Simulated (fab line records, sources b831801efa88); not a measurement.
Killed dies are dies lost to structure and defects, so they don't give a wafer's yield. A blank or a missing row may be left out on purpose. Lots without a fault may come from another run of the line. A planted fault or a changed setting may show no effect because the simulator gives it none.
A struck lot beside a sound one | flow sky130 | 15 steps out of a route of 708
Sound: wafers L840.1, L840.2, L840.3. Struck: wafers L844.2, L844.3, L844.6. The cause comes at the end.
At each step with rows: each side's tool, then ch and its chambers, then its first start. Under that, the readings that differ: sound wafers | struck wafers | difference of the means | sigmas: that difference in standard deviations of wafers without a fault.
alike: readings whose means differ by less than 2 such deviations, and words and numbers that are the same on both sides. not compared: withheld readings, readings that some wafer has no value for, bounds like >300 that may hide the same value, and numbers for which the record gives no deviation and whose values overlap.
The two part at a step that has a row with sigmas, a row that says differs or no value, or rows on one side only. Numbers that don't overlap but have no deviation are shown without sigmas and don't part them. A reading that every wafer of one side lacks parts them only if that side has two wafers or more.

first, 5 steps without rows for these wafers: SKY_VIA4_COAT_06 (resist thk 1140 nm); SKY_VIA4_SOFTBAKE_07 (time 60 s); SKY_VIA4_EXPOSE_08 (exposes mask VIM4, target cd 800 nm); SKY_VIA4_PEB_09; SKY_VIA4_DEVELOP_10 (develop time 60 s).
SKY_VIA4_OVL_MEAS_11:
  sound on overlay-02, day 43 19:02; struck on overlay-02, day 44 23:53
  alike: VIA4_OVL
SKY_VIA4_ETCH_12: etches SiO2 in C4F8/O2/Ar, stops on TiN, target depth 580 nm.
  sound on rie_diel-02 ch 0,2,3, day 43 19:04; struck on rie_diel-02 ch 2,3, day 44 23:55
  alike: oes_product_au
SKY_VIA4_STRIP_13: strips in O2/N2.
  sound on plasma_asher-03 ch 0,1, day 43 19:09; struck on plasma_asher-02 ch 0,1, day 44 23:59
  alike: drypump_motor_current_A, oes_product_au, strip_time_to_endpoint_s
  not compared: rf_hours_counter_h
then, 3 steps without rows for these wafers: SKY_VIA4_STRIP_14 (strips in post etch residue remover, time 1200 s); SKY_VIA4_CLEAN_15 (cleans in IPA, time 180 s); SKY_VIA4_CLEAN_16 (cleans in O3/DIW).
SKY_VIA4_SPUTTER_17: material TiN, target thk 20 nm, time 80 s.
  sound on pvd_sputter-03, day 43 19:44; struck on pvd_sputter-03, day 45 00:35
  alike: throttle_valve_pct
SKY_VIA4_CVD_18: deposits W, target thk 505 nm, time 152.14 s.
  sound on cvd_w-02 ch 0,1, day 43 19:48; struck on cvd_w-02 ch 0,1, day 45 00:58
  alike: heater_power_w
SKY_VIA4_RS_MEAS_19: measures by four-point-probe.
  sound on film_metro-02, day 43 19:57; struck on film_metro-01, day 45 01:26
  reading            | sound                | struck               | difference | sigmas
  VIA4_W_RS (ohm/sq) | 0.2251 0.2272 0.2275 | 0.1118 0.1128 0.1132 | -0.1140    | -54
SKY_PAD_OPEN_PROBE_99:
  the record has rows for the sound wafers here (prober-01, day 46 15:53) and none for the struck ones

WHERE THEY PART
First at SKY_VIA4_RS_MEAS_19; last, within this record, at SKY_PAD_OPEN_PROBE_99.

WHY: what the simulator had put in
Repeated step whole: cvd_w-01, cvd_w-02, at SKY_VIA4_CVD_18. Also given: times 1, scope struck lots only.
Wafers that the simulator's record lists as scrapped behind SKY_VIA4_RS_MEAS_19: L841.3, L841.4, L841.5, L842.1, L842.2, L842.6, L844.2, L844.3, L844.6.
